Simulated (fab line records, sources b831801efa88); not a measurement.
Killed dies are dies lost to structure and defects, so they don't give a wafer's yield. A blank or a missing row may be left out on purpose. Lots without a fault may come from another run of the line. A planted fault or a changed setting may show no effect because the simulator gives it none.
One fault seen from 2 desks | flow gf180mcu | each desk has only its own numbers; what lay behind them comes last

THE TOOL OWNER'S DESK: litho_track-01
The tool's own readings at GF_VT_IMPLANT_COAT_13 (resist thk 1000 nm): means of the sampled wafers that have a number, for each lot that ran on this tool. A lot is out of limits, marked OUT, if its mean lies more than 4 standard deviations from the usual mean; the brackets give that distance.
Columns: A = chill_plate_temp_C at GF_VT_IMPLANT_COAT_13, usual 23.01 C; B = exhaust_pa at GF_VT_IMPLANT_COAT_13, usual 45.2 Pa; C = spin_speed_rpm at GF_VT_IMPLANT_COAT_13, usual 2999.7 rpm
lot  | first seen here | A     | B    | C
L836 | day 5 23:11     | 22.93 | 44.6 | 3000.5
L841 | day 7 03:59     | 22.96 | 45.0 | 2999.0
L842 | day 7 12:00     | 23.01 | 45.1 | 2999.9
L845 | day 8 06:05     | 22.96 | 44.0 | 2998.3
L847 | day 8 18:45     | 22.94 | 45.8 | 2997.5
L854 | day 10 15:18    | 22.91 | 44.9 | 3127.6 (+53) OUT
L857 | day 11 09:19    | 23.01 | 45.9 | 3129.4 (+54) OUT
This desk's finding: out of limits on L854, L857; first on L854, day 10 15:18 (spin_speed_rpm at GF_VT_IMPLANT_COAT_13). In limits: L836, L841, L842, L845, L847.

THE METROLOGY DESK
What the gauges read, lot by lot, whatever tool the lot ran on: means of the sampled wafers that have a number. A lot is out of limits, marked OUT, if its mean lies more than 4 standard deviations from the usual mean; the brackets give that distance.
Columns: A = V2_BOW at GF_V2_BOW_MEAS_05, usual 100 um; B = V3_CVD_02_THK at GF_V3_THK_MEAS_03, usual 849 nm
lot  | first seen here | A   | B
L836 | day 19 03:38    | 89  | 842
L839 | day 20 11:21    | 101 | 837
L841 | day 21 03:25    | 95  | 850
L842 | day 21 23:34    | 107 | 845
L843 | day 22 00:43    | 99  | 843
L845 | day 22 19:14    | 89  | 852
L846 | day 23 06:05    | 100 | 847
L847 | day 23 09:23    | 102 | 854
L849 | day 23 23:49    | 106 | 827
L854 | day 25 16:32    | 105 | 838
L857 | day 26 14:34    | 107 | 859
L859 | day 27 05:37    | 112 | 860
This desk's finding: nothing out of limits on any of the 12 lots.

PUT TOGETHER
The tool owner's desk could have raised an alarm at day 10 15:18, on L854, L857.
The metrology desk saw nothing out of limits.
The metrology desk has L854, L857 on record, within its limits.
Of the lots named, all ran GF_VT_IMPLANT_COAT_13 on litho_track-01.

WHAT THE SIMULATOR HAD PUT IN
Process parameter drift: litho_track-01, from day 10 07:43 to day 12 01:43, at GF_VT_IMPLANT_COAT_13. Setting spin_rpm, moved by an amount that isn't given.
Lots struck among those shown: L854, L857.
Hours from the fault's start to each desk's first reading out of limits: the tool owner's desk, 8.
